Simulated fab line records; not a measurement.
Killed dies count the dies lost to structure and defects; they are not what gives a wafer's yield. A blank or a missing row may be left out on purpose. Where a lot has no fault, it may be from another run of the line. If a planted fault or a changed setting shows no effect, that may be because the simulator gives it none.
8D (eight disciplines) problem report, filled in by code -- flow sky130 -- the parts of the form that need people (team, actions taken, sign-off) are left out

1. THE ISSUE
Mean of oes-product-au at SKY_METAL1_METAL_ETCH_19: 0.826 a.u. across 6 wafers in 2 lots; on wafers with no fault it is 0.853 a.u. (standard deviation 0.0055). That is -4.8 standard deviations from the usual mean.
The step: etches the open film in Cl2/BCl3, stops on SiO2, target depth 360 nm, time 78 s.
First observed at day 35 04:08: wafer L823.1, on rie-metal-01. Wafers with a number at this step in the record: 33, from 11 lots. Rule for "out", or "out of limits": more than 4 standard deviations from the usual mean. Any other wafer with a number is counted as sound.

2. WHAT IT IS; WHAT IT IS NOT
question,is,is not
which readings at this step,oes-product-au,drypump-motor-current-A
which lots,"L823, L825","L819, L824, L828, L831, L833, L834, L835, L839, L840"
which wafers of those lots,all that have a number,-
read on which tools,rie-metal-01,"rie-metal-02, rie-metal-03"
when,from day 35 04:08,"up to then (3 sound wafers); but 24 sound wafers of L824, L828, L831, L833, L834, L835, L839, L840 came after"

3. SUSPECTS, AND WHAT RULES EACH OUT
Counting: any tool at a process step up to the reading is kept as a suspect provided that every lot that is out went through it and no sound lot did after the first of them.
- rie-metal-03 at SKY_LOCAL_INTERCONNECT_METAL_ETCH_14 (etches TiN in Cl2/BCl3, stops on PSG, target depth 110 nm, time 31.4 s): ruled out as a lasting fault. The sound lots L828, L831, L840 went through it after L823, its earliest lot that is out (day 32 20:10).
- rie-metal-01 at SKY_METAL1_METAL_ETCH_19 (etches the open film in Cl2/BCl3, stops on SiO2, target depth 360 nm, time 78 s): ruled out as a lasting fault. The sound lots L835, L840 went through it after L823, its earliest lot that is out (day 35 04:08).
Left after counting: nothing in the record.

4. THE CAUSE (what the simulator had put in)
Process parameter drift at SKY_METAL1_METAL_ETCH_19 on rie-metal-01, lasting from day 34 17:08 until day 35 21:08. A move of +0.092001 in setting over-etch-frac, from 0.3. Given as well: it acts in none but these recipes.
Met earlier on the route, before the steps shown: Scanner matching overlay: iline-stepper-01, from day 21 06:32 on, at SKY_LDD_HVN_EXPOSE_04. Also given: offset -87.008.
Counting ruled it out, wrongly.

5. SEQUENCE OF EFFECTS, ordered by route
One row per reading whose mean, taken over the struck wafers that have a number, lies over 3 standard deviations from the usual. Readings are gone through only where the record gives a usual standard deviation; hours: the median, over the lots, of the time from a lot's start at the first step in this table giving one to that lot's start at this step; sigmas: the change measured in usual standard deviations.
hours,step,reading,usual,on struck wafers,change,sigmas
0,SKY_METAL1_METAL_ETCH_19,oes-product-au,0.853 a.u.,0.826,-0.027,-4.8
0,SKY_METAL1_STRIP_20,strip-time-to-endpoint-s,2.68 s,2.47,-0.21,-6.1
Process steps it contains:
- SKY_METAL1_METAL_ETCH_19: etches the open film in Cl2/BCl3, stops on SiO2, target depth 360 nm, time 78 s.
- SKY_METAL1_STRIP_20: strips in O2/N2.

6. HOW IT WOULD HAVE BEEN CAUGHT EARLIER
The fault began at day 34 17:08; the first out-of-limits reading in this record came at day 35 04:08, 11 hours later.
